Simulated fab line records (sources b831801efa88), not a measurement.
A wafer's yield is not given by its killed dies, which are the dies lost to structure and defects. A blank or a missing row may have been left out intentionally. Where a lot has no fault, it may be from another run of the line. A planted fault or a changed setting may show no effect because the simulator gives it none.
2 desks looking at one fault ; flow gf180mcu ; each desk holds nothing but its own numbers, with what lay behind them at the end

AT THE TOOL OWNER'S DESK: hdpcvd-02
The tool's own readings at GF_V5_CVD_00 (deposits SiO2, target thk 300 nm, time 50 s): means of the sampled wafers that have a number, for each lot that ran on this tool. Marked OUT: a lot whose mean sits more than 4 standard deviations from the usual mean, which makes it out of limits; the brackets give that distance.
Columns: A = sih4FlowSccm at GF_V5_CVD_00, usual 60.02 sccm
lot;first seen here;A
L640;day 26 09:14;59.86
L644;day 28 01:31;72.23 (+76) OUT
This desk's finding: out of limits on L644; first on L644, day 28 01:31 (sih4FlowSccm at GF_V5_CVD_00). L640: within limits.

FROM THE METROLOGY DESK
What the gauges read for every lot (on any tool): the sampled wafers with a number, averaged. Marked OUT: a lot whose mean sits more than 4 standard deviations from the usual mean, which makes it out of limits; the brackets give that distance.
Columns: A = MIM_CVD_05_THK at GF_MIM_THK_MEAS_06, usual 41.8 nm; B = V5_CVD_00_THK at GF_V5_THK_MEAS_01, usual 299 nm; C = V5_CVD_02_THK at GF_V5_THK_MEAS_03, usual 1451 nm
lot;first seen here;A;B;C
L640;day 24 12:43;42.1;301;1451
L641;day 25 00:30;41.6;296;1435
L642;day 25 05:09;42.1;298;1434
L644;day 26 06:52;41.7;360 (+16) OUT;1451
L649;day 27 09:35;42.1;300;1460
L652;day 28 15:41;41.5;299;1445
L653;day 29 00:22;41.5;301;1446
L655;day 29 15:10;42.4;304;1482
L656;day 29 21:58;42.2;299;1441
L660;day 30 20:33;41.8;300;1442
L663;day 31 15:01;41.5;302;1456
This desk's result: L644 out of limits, first on L644 (V5_CVD_00_THK at GF_V5_THK_MEAS_01), day 28 01:35. L640, L641, L642, L649, L652, L653, L655, L656, L660, L663: within limits.

BROUGHT TOGETHER
On L644, at day 28 01:31, an alarm was possible from the tool owner's desk.
The metrology desk could have raised an alarm at day 28 01:35, on L644.
Of the lots named, all ran GF_V5_CVD_00 on hdpcvd-02.

WHAT THE SIMULATOR HAD INSERTED
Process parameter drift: hdpcvd-02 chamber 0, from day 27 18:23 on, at GF_V5_CVD_00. Setting sih4FlowSccm, moved by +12, from 60. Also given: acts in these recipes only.
Shown lots that were struck: L644.
Hours from the fault's start to each desk's first reading out of limits: the tool owner's desk, 7; the metrology desk, 7.
